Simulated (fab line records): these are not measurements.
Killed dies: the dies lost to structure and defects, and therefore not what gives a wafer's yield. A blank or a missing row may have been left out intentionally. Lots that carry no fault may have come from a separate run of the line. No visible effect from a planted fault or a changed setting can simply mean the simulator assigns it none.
Struck lot and sound lot, side by side ; flow sky130 ; 16 steps out of a route of 708
Sound: the wafers L561.1, L561.2, L561.3. Wafers struck: L577.3, L577.4, L577.5. The cause is named last.
At each step with rows: each side's tool, then ch and its chambers, then its first start. Under that, the readings that differ: sound wafers ; struck wafers ; difference of the means ; sigmas: that difference in standard deviations of wafers without a fault.
alike: same words and numbers on both sides, and readings whose means sit less than 2 such deviations apart. not compared: any withheld reading, any reading some wafer has no value for, any bound like >300 that may hide the same value, and any number with overlapping values for which the record gives no deviation.
Wherever a step has rows on one side only, a row that says differs or no value, or a row with sigmas, the two part there. When numbers do not overlap yet have no deviation, they are printed without sigmas and do not part them. A reading missing from all wafers of one side parts the sides only when that side holds two or more wafers.

SKY_LDD_P_OVL_MEAS_08:
  sound: overlay-02 at day 19 20:04; struck: overlay-01 at day 25 22:47
  alike: LDD_P_OVL
after that, 1 step had no rows for these wafers: SKY_LDD_P_IMPLANT_09.
SKY_LDD_P_STRIP_10: strips in O2/N2.
  sound on plasmaAsher-03 ch 0,1, day 19 20:15; struck on plasmaAsher-03 ch 0,1, day 25 22:59
  alike: drypumpMotorCurrentA, n2FlowSccm, o2FlowSccm, oesProductAu, stripTimeToEndpointS
  not compared: rfHoursCounterH
SKY_LDD_P_TW_MEAS_11:
  sound: filmMetro-02 at day 19 20:21; struck: filmMetro-02 at day 25 23:04
  alike: LDD_P_TW
then, 7 steps without rows for these wafers: SKY_LDD_HVN_DEHYDRATE_00 (time 60 s); SKY_LDD_HVN_HMDS_01 (prime time 60 s); SKY_LDD_HVN_COAT_02 (resist thk 300 nm); SKY_LDD_HVN_SOFTBAKE_03 (time 60 s); SKY_LDD_HVN_EXPOSE_04 (exposes mask HVNTM, target cd 700 nm); SKY_LDD_HVN_PEB_05; SKY_LDD_HVN_DEVELOP_06 (develop time 60 s).
SKY_LDD_HVN_OVL_MEAS_07:
  sound: overlay-01 at day 21 01:48; struck: overlay-02 at day 27 03:43
  alike: LDD_HVN_OVL
SKY_LDD_HVN_IMPLANT_08:
  sound on implanter-02 ch 0, day 21 01:50; struck on implanter-03 ch 0, day 27 03:47
reading;sound;struck;difference;sigmas
beamEnergyKeV;60.013 59.981 60.014;69.517 69.486 69.499;+9.498;+99 or more
model.implant.rpNm (nm);57.73 57.73 57.73;65.52 65.52 65.52;+7.79;
model.implant.drpNm (nm);28.15 28.15 28.15;32.03 32.03 32.03;+3.88;
SKY_LDD_HVN_STRIP_09: strips in O2/N2.
  sound on plasmaAsher-02 ch 0,1, day 21 01:59; struck on plasmaAsher-02 ch 0,1, day 27 03:55
reading;sound;struck;difference;sigmas
stripTimeToEndpointS (s);4.148 4.174 4.167;4.128 4.119 4.109;-0.044;-3
  alike: drypumpMotorCurrentA, n2FlowSccm, o2FlowSccm, oesProductAu
  not compared: rfHoursCounterH
SKY_LDD_HVN_TW_MEAS_10:
  sound: filmMetro-01 at day 21 02:05; struck: filmMetro-03 at day 27 04:14
reading;sound;struck;difference;sigmas
LDD_HVN_TW;1443 1443 1442;1493 1505 1505;+58;+8
  not compared: hold
-- here the record skips 23 days between the struck wafers' starts before and after, leaving off in module LDD_HVN and picking up in module PAD_OPEN (first step shown: number 708 of the route) --
SKY_PAD_OPEN_PROBE_99:
  sound: prober-02 at day 46 10:34; struck: prober-02 at day 50 05:43
reading;sound;struck;difference;sigmas
killedDies;92 97 87;75 69 72;-20;-2
killedShort;51 48 29;31 30 26;-14;-2
model.etest.tip_n_5v.rsOhmSq;1364 1362 1354;1299 1310 1289;-61;
model.etest.nfetG5v0d10v5.vtSatV (V);0.7623 0.7515 0.7582;0.7315 0.7358 0.7256;-0.0264;
model.etest.nfetG5v0d10v5.vtV (V);0.8195 0.8102 0.8157;0.8037 0.8053 0.7958;-0.0135;
  alike: killed_at_M0_to_M3, killed_at_M4_up, killedAtContacts, killedAtFrontEnd, killedAtOther, killedOpen

WHERE THEY PART
First at SKY_LDD_HVN_IMPLANT_08; last, within this record, at SKY_PAD_OPEN_PROBE_99.

WHY: what the simulator had put in
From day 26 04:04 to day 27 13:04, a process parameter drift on implanter-03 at SKY_LDD_HVN_IMPLANT_08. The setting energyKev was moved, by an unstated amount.
